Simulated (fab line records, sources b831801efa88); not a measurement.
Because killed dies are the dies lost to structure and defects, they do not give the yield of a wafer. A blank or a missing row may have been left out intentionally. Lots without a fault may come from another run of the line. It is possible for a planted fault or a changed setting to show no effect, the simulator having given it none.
The tool behind it: which one? || flow sky130 || 33 wafers from 11 lots sampled at 3 of the route's 708 steps

WHAT THE GAUGES SHOWED, per wafer
SKY_VIA3_THK_MEAS_23: measures by xrf.
{"lot": "L411", "measured": "day 39 23:04", "on": "film metro-03", "VIA3_W_THK (nm)": "395 392 393"}
{"lot": "L412", "measured": "day 40 02:08", "on": "film metro-03", "VIA3_W_THK (nm)": "397 397 400"}
{"lot": "L413", "measured": "day 40 04:53", "on": "film metro-04", "VIA3_W_THK (nm)": "392 388 388"}
{"lot": "L414", "measured": "day 40 14:11", "on": "film metro-01", "VIA3_W_THK (nm)": "393 401 397"}
{"lot": "L415", "measured": "day 40 21:04", "on": "film metro-01", "VIA3_W_THK (nm)": "393 394 399"}
{"lot": "L424", "measured": "day 44 10:34", "on": "film metro-01", "VIA3_W_THK (nm)": "398 408 401"}
{"lot": "L425", "measured": "day 44 12:03", "on": "film metro-04", "VIA3_W_THK (nm)": "393 391 388"}
{"lot": "L427", "measured": "day 44 13:08", "on": "film metro-03", "VIA3_W_THK (nm)": "408 399 404"}
{"lot": "L430", "measured": "day 44 18:07", "on": "film metro-01", "VIA3_W_THK (nm)": "407 411 413"}
{"lot": "L431", "measured": "day 45 02:31", "on": "film metro-01", "VIA3_W_THK (nm)": "403 402 401"}
{"lot": "L433", "measured": "day 45 22:12", "on": "film metro-03", "VIA3_W_THK (nm)": "411 406 407"}

SKY_CAP2M_THK_MEAS_04: measures by xrf.
{"lot": "L411", "measured": "day 39 23:53", "on": "film metro-03", "CAP2M_TIN_THK (nm)": "195.5 195.4 194.6"}
{"lot": "L412", "measured": "day 40 03:13", "on": "film metro-02", "CAP2M_TIN_THK (nm)": "198.7 198.8 196.2"}
{"lot": "L413", "measured": "day 40 05:45", "on": "film metro-02", "CAP2M_TIN_THK (nm)": "197.2 198.8 198.1"}
{"lot": "L414", "measured": "day 40 15:20", "on": "film metro-03", "CAP2M_TIN_THK (nm)": "194.5 196.4 196.6"}
{"lot": "L415", "measured": "day 40 21:53", "on": "film metro-02", "CAP2M_TIN_THK (nm)": "196.7 197.2 196.6"}
{"lot": "L424", "measured": "day 44 11:23", "on": "film metro-01", "CAP2M_TIN_THK (nm)": "199.6 199.3 198.7"}
{"lot": "L425", "measured": "day 44 12:52", "on": "film metro-02", "CAP2M_TIN_THK (nm)": "194.3 194.8 192.7"}
{"lot": "L427", "measured": "day 44 13:58", "on": "film metro-03", "CAP2M_TIN_THK (nm)": "199.1 199.2 197.4"}
{"lot": "L430", "measured": "day 44 18:57", "on": "film metro-02", "CAP2M_TIN_THK (nm)": "195.2 196.1 194.1"}
{"lot": "L431", "measured": "day 45 03:20", "on": "film metro-03", "CAP2M_TIN_THK (nm)": "194.9 195.6 195.5"}
{"lot": "L433", "measured": "day 45 23:55", "on": "film metro-02", "CAP2M_TIN_THK (nm)": "197.0 195.3 195.7"}

TOOL THAT RAN EACH LOT (tool first, then ch and the chambers of the sampled wafers, then the start)
{"lot": "L411", "SKY_VIA1_CMP_24": "cmp-02 ch 0,3, day 34 07:50"}
{"lot": "L412", "SKY_VIA1_CMP_24": "cmp-01 ch 0,1,3, day 34 09:08"}
{"lot": "L413", "SKY_VIA1_CMP_24": "cmp-02 ch 0,1,3, day 34 11:53"}
{"lot": "L414", "SKY_VIA1_CMP_24": "cmp-01 ch 1,2, day 34 23:35"}
{"lot": "L415", "SKY_VIA1_CMP_24": "cmp-02 ch 2,3, day 35 07:28"}
{"lot": "L424", "SKY_VIA1_CMP_24": "cmp-01 ch 0,1, day 39 04:05"}
{"lot": "L425", "SKY_VIA1_CMP_24": "cmp-02 ch 0,1,3, day 39 05:04"}
{"lot": "L427", "SKY_VIA1_CMP_24": "cmp-02 ch 0,1,2, day 39 05:47"}
{"lot": "L430", "SKY_VIA1_CMP_24": "cmp-02 ch 0,3, day 39 12:07"}
{"lot": "L431", "SKY_VIA1_CMP_24": "cmp-02 ch 0,1,3, day 39 21:16"}
{"lot": "L433", "SKY_VIA1_CMP_24": "cmp-02 ch 2,3, day 40 20:11"}
- SKY_VIA1_CMP_24: polishes, stops on SiO2, t overpolish 15 s, target thk 0 nm.

WHAT THE TOOLS THEMSELVES READ (means of the sampled wafers that have a number; where no wafer has one, the mark that the record gives instead)
SKY_VIA1_CMP_24.
{"lot": "L411", "tool": "cmp-02", "motor current A (A)": 10.3, "overpolish run s (s)": 15.002, "time to endpoint s (s)": 66.6}
{"lot": "L412", "tool": "cmp-01", "motor current A (A)": 11.2, "overpolish run s (s)": 14.993, "time to endpoint s (s)": 59.9}
{"lot": "L413", "tool": "cmp-02", "motor current A (A)": 10.6, "overpolish run s (s)": 15.002, "time to endpoint s (s)": 63.6}
{"lot": "L414", "tool": "cmp-01", "motor current A (A)": 10.6, "overpolish run s (s)": 14.999, "time to endpoint s (s)": 63.1}
{"lot": "L415", "tool": "cmp-02", "motor current A (A)": 10.8, "overpolish run s (s)": 15.005, "time to endpoint s (s)": 63.5}
{"lot": "L424", "tool": "cmp-01", "motor current A (A)": 10.1, "overpolish run s (s)": 15.009, "time to endpoint s (s)": 72.8}
{"lot": "L425", "tool": "cmp-02", "motor current A (A)": 10.5, "overpolish run s (s)": 14.999, "time to endpoint s (s)": 65.8}
{"lot": "L427", "tool": "cmp-02", "motor current A (A)": 10.9, "overpolish run s (s)": 15.013, "time to endpoint s (s)": 64.3}
{"lot": "L430", "tool": "cmp-02", "motor current A (A)": 10.4, "overpolish run s (s)": 15.001, "time to endpoint s (s)": 63.5}
{"lot": "L431", "tool": "cmp-02", "motor current A (A)": 11.0, "overpolish run s (s)": 15.004, "time to endpoint s (s)": 66.1}
{"lot": "L433", "tool": "cmp-02", "motor current A (A)": 11.0, "overpolish run s (s)": 14.999, "time to endpoint s (s)": 66.1}

THE ANSWER, worked out from the rows above alone
Rule: the lots themselves supply what counts as usual. Put in order of their means at a reading, lots are off if they are a third of the lots or fewer, leave a main group of 4 or more, and stand apart from it by a gap of 3 or more times the standard deviation of the main group's means; of several such gaps the widest counts. A main group is skipped when, at the precision printed for the reading in the tables above, its means are all equal. Also off: a lot with no number at a reading for which 4 or more lots have one. All remaining lots with rows at the step are treated as sound. Order of review: gauges by route order, followed by the tools' own readings, for which a lot's mean as printed above is used. At the first step where some lot is off, the reading lying furthest off is the one used; lots without a number count as furthest.
Off, at SKY_VIA1_CMP_24 on time to endpoint s: L424. Main group: mean 64.2 s, sd 1.9.
If a tool, at that step or one of the process steps before it, ran each lot that is off and ran no sound lot following the first of them, it fits. One candidate fits, namely cmp-01 at SKY_VIA1_CMP_24. Its last sound lot is L414 (day 34 23:35), its first lot that is off L424 (day 39 04:05): a fault that began between those two fits.

WHAT THE SIMULATOR HAD PUT IN
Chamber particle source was cmp-01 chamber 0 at SKY_VIA1_CMP_24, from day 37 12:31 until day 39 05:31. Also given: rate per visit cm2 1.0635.
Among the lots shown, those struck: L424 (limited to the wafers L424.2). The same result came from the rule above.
